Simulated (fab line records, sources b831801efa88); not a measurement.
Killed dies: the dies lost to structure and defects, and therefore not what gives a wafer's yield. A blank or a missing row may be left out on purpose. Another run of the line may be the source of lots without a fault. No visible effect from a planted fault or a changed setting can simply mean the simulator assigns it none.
Code-filled problem report in 8D (eight disciplines) form + flow gf180mcu + the parts of the form that need people (team, actions taken, sign-off) are left out

== 1. WHAT IS WRONG ==
cd_nm at GF_NSD_CD_MEAS_07 reads a mean of 299.1 nm on 6 wafers of 2 lots; wafers without a fault read 399.8 nm with a standard deviation of 2.1. That puts it -48 standard deviations away from the usual mean.
The step: target cd 400 nm.
First seen on wafer L482.2, day 17 03:29, on cd_sem-02. The record has a number at this step for 42 wafers belonging to 14 lots. Rule for "out" (also "out of limits"): further than 4 standard deviations from the usual mean. All remaining wafers that have a number are taken as sound.

== 2. WHAT THIS IS AND IS NOT ==
| question                    | is                     | is not                                                                                                   |
|-----------------------------|------------------------|----------------------------------------------------------------------------------------------------------|
| which readings at this step | cd_nm                  | -                                                                                                        |
| which lots                  | L482, L484             | L472, L473, L474, L475, L476, L487, L488, L489, L491, L493, L494, L495                                   |
| which wafers of those lots  | all that have a number | -                                                                                                        |
| read on which gauges        | cd_sem-01, cd_sem-02   | -                                                                                                        |
| when                        | from day 17 03:29      | up to then (15 sound wafers); but 21 sound wafers of L487, L488, L489, L491, L493, L494, L495 came after |

== 3. THE SUSPECTS, EACH WITH WHAT RULES IT OUT ==
Counting: a tool stays on the suspect list if, at a process step up to the reading, it processed all lots that are out and no sound lot following the first of them.
- the gauge at GF_NSD_CD_MEAS_07: ruled out. 2 gauges (cd_sem-01, cd_sem-02) read the wafers that are out.
- litho_track-01 at GF_NSD_DEVELOP_06 (develop time 60 s): ruled out as a lasting fault. Sound lots L491, L493, L495 ran on it after its first lot that is out, L482 (day 17 03:21).
Left after counting: nothing in the record.

== 4. THE CAUSE (what the simulator had put in) ==
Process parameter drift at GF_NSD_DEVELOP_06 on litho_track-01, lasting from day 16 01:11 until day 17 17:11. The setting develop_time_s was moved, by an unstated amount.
Counting ruled it out, wrongly: the rule takes a fault to strike every lot that its tool runs from its start on, and this one did not.

== 5. THE EFFECT CHAIN, in route order ==
Rows list readings where the struck wafers' mean (over those with a number) sits beyond 3 standard deviations from the usual. Scope: only readings with a usual standard deviation given in the record; hours: median across lots of the time from each lot's start at the first step in this table that gives one to its start at this step; sigmas: change in usual standard deviations.
| hours | step              | reading | usual    | on struck wafers | change | sigmas |
|-------|-------------------|---------|----------|------------------|--------|--------|
| 0     | GF_NSD_CD_MEAS_07 | cd_nm   | 399.8 nm | 299.1            | -100.7 | -48    |

== 6. HOW IT WOULD HAVE BEEN CAUGHT EARLIER ==
The first out-of-limits reading at a measuring or inspecting step in this record came at day 17 03:29, 26 hours after the fault's start at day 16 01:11.
Of the tool readings at GF_NSD_DEVELOP_06 for which the record gives a usual standard deviation, none was out on any struck wafer, so an alarm limit of 4 standard deviations on them would not have fired.
